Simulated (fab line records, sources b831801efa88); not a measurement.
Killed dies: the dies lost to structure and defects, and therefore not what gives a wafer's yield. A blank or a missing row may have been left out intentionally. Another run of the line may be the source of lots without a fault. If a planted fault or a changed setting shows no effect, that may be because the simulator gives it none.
A struck lot beside a sound one -- flow sky130 -- 24 out of 708 route steps
Sound: wafers L792.2, L792.3, L792.5. Struck: wafers L805.1, L805.4, L805.5. At the end, the cause is stated.
Order at every step that has rows: each side's tool, ch and its chambers, its first start. Under that, the readings that differ: sound wafers -- struck wafers -- difference of the means -- sigmas: that difference in standard deviations of wafers without a fault.
alike: same words and numbers on both sides, and readings whose means sit less than 2 such deviations apart. not compared: any withheld reading, any reading some wafer has no value for, any bound like >300 that may hide the same value, and any number with overlapping values for which the record gives no deviation.
The two part at a step that has a row with sigmas, a row that says differs or no value, or rows on one side only. When numbers do not overlap yet have no deviation, they are printed without sigmas and do not part them. A reading that every wafer of one side lacks parts them only if that side has two wafers or more.

first, 4 steps without rows for these wafers: SKY_CAPM_SOFTBAKE_08 (time 60 s); SKY_CAPM_EXPOSE_09 (exposes mask CAPM, target cd 1000 nm); SKY_CAPM_PEB_10; SKY_CAPM_DEVELOP_11 (develop time 60 s).
SKY_CAPM_OVL_MEAS_12:
  sound on overlay-02, day 38 06:06; struck on overlay-02, day 42 00:03
  alike: CAPM_OVL
SKY_CAPM_METAL_ETCH_13: etches TiN in Cl2/BCl3, stops on SiO2, target depth 220 nm, time 62.9 s.
  sound on rieMetal-02 ch 0, day 38 06:08; struck on rieMetal-04 ch 1, day 42 00:05
reading,sound,struck,difference,sigmas
drypumpMotorCurrentA (A),6.3 6.3 6.3,5.2 5.2 5.2,-1.1,-2
oesProductAu (a.u.),0.928 0.911 0.924,0.945 0.941 0.927,+0.017,+2
  alike: throttleValvePct
  not compared: rfHoursCounterH
SKY_CAPM_STRIP_14: strips in O2/N2.
  sound on plasmaAsher-04 ch 0,1, day 38 06:12; struck on plasmaAsher-02 ch 1, day 42 00:10
  alike: drypumpMotorCurrentA, oesProductAu, stripTimeToEndpointS
  not compared: rfHoursCounterH
then, 5 steps without rows for these wafers: SKY_CAPM_STRIP_15 (strips in post etch residue remover, time 1200 s); SKY_CAPM_CLEAN_16 (cleans in IPA, time 180 s); SKY_CAPM_CLEAN_17 (cleans in O3/DIW); SKY_METAL3_DEHYDRATE_05 (time 60 s); SKY_METAL3_HMDS_06 (prime time 60 s).
SKY_METAL3_COAT_07: resist thk 60 nm.
  sound on lithoTrack-03 ch 0, day 38 19:14; struck on lithoTrack-04 ch 0, day 42 10:49
reading,sound,struck,difference,sigmas
spinSpeedRpm (rpm),3000.6 2998.8 2999.9,2883.6 2879.2 2879.9,-118.9,-52
then, 5 steps without rows for these wafers: SKY_METAL3_COAT_08 (resist thk 1140 nm); SKY_METAL3_SOFTBAKE_09 (time 90 s); SKY_METAL3_EXPOSE_10 (exposes mask MM3, target cd 300 nm); SKY_METAL3_PEB_11; SKY_METAL3_DEVELOP_12 (develop time 60 s).
SKY_METAL3_CD_MEAS_13: the cd target is 300 nm.
  sound on cdSem-02, day 39 06:50; struck on cdSem-02, day 42 22:19
  alike: cdNm
SKY_METAL3_OVL_MEAS_14:
  sound on overlay-01, day 39 06:56; struck on overlay-01, day 42 22:26
  alike: METAL3_OVL
SKY_METAL3_DESCUM_15: chemistry O2, time 8 s.
  sound on rieMetal-03 ch 0,1, day 39 06:58; struck on rieMetal-04 ch 0,1, day 42 22:28
  alike: drypumpMotorCurrentA, oesProductAu
  not compared: rfHoursCounterH
SKY_METAL3_ETCH_16: etches BARC in N2/H2, stops on SiO2, time 88.2 s, target depth 60 nm.
  sound on rieMetal-03 ch 0,1, day 39 07:00; struck on rieMetal-04 ch 0,1, day 42 22:30
reading,sound,struck,difference,sigmas
model.etch.depthNm (nm),60.19 60.07 60.05,61.26 61.27 61.21,+1.14,
  alike: drypumpMotorCurrentA, oesProductAu, throttleValvePct
  not compared: rfHoursCounterH
SKY_METAL3_ETCH_17: etches SiO2 in C4F8/O2/Ar, stops on TiN, time 3.9 s, target depth 15 nm.
  sound on rieDiel-03 ch 2,3, day 39 07:06; struck on rieDiel-01 ch 0,2, day 42 22:36
  alike: oesProductAu
  not compared: rfHoursCounterH
SKY_PAD_OPEN_PROBE_99:
  the record holds rows for the sound wafers here (prober-01, day 46 12:19) but none for the struck ones

## WHERE THEY PART
Last at SKY_PAD_OPEN_PROBE_99 as far as this record goes, first at SKY_CAPM_METAL_ETCH_13.

WHY: what had been put in by the simulator
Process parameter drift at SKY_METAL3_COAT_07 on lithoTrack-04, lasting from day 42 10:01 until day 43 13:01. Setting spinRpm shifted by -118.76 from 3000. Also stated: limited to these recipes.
